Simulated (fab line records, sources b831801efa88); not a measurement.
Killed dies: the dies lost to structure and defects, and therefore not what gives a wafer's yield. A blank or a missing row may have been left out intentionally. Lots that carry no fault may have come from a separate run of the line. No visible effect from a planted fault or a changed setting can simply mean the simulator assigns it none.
Which tool did it? -- flow gf180mcu -- 6 lots, 17 wafers sampled, at 3 steps of a route of 602

== WHAT EACH GAUGE READ, for each wafer ==
GF_V1_RS_MEAS_24: measurement is done with a four-point probe.
lot,measured,on,V1_W_RS (ohm/sq)
L660,day 18 20:02,filmMetro-01,0.324 0.324 0.323
L665,day 20 11:14,filmMetro-03,0.327 0.183
L674,day 24 05:52,filmMetro-04,0.330 0.327 0.332
L676,day 24 20:41,filmMetro-03,0.330 0.320 0.318
L680,day 25 14:16,filmMetro-03,0.323 0.319 0.326
L682,day 26 00:16,filmMetro-03,0.321 0.323 0.322

== WHICH TOOL RAN EACH LOT (tool, then ch and the chambers of the sampled wafers, then the start) ==
lot,GF_SAB_CVD_00,GF_V1_CVD_23
L660,"pecvd-01 ch 0,1,2, day 14 22:00","cvdW-02 ch 0, day 18 19:56"
L665,"pecvd-04 ch 0,1, day 16 07:56","cvdW-02 ch 0,1, day 20 11:08"
L674,"pecvd-04 ch 0,1,2, day 20 01:57","cvdW-02 ch 0,1, day 24 05:42"
L676,"pecvd-02 ch 1,2, day 20 19:48","cvdW-02 ch 0,1, day 24 20:34"
L680,"pecvd-02 ch 1,2, day 21 14:25","cvdW-02 ch 0,1, day 25 14:08"
L682,"pecvd-02 ch 1,2, day 22 00:54","cvdW-02 ch 0,1, day 26 00:08"
- GF_SAB_CVD_00: deposits SiO2 from TEOS, target thk 50 nm, time 4.9302 s.
- GF_V1_CVD_23: deposits W, target thk 350 nm, time 105.05 s.

== THE ANSWER, worked out from the rows above alone ==
Rule: the usual values come from the lots themselves. The widest of any qualifying gaps counts: lots, ordered by their means at a reading, are off when they make up no more than a third of the lots, leave a main group of 4 or more, and stand apart from it by 3 or more times the standard deviation of that group's means. The tables above print the reading to a certain number of digits; a main group whose means all agree to those digits is not used. A lot without any number at a reading at which 4 lots or more have one is off too. All remaining lots with rows at the step are treated as sound.
Off: at GF_V1_RS_MEAS_24 (V1_W_RS), L665. The main group has a mean of 0.324 ohm/sq with a standard deviation of 0.0028.
A tool fits if, at a process step before that reading, it ran every lot that is off, and no sound lot after the first of them. Gauges at GF_V1_RS_MEAS_24: tried the same way as those tools. Not one of the candidates tried fits.

== WHAT HAD BEEN PUT IN BY THE SIMULATOR ==
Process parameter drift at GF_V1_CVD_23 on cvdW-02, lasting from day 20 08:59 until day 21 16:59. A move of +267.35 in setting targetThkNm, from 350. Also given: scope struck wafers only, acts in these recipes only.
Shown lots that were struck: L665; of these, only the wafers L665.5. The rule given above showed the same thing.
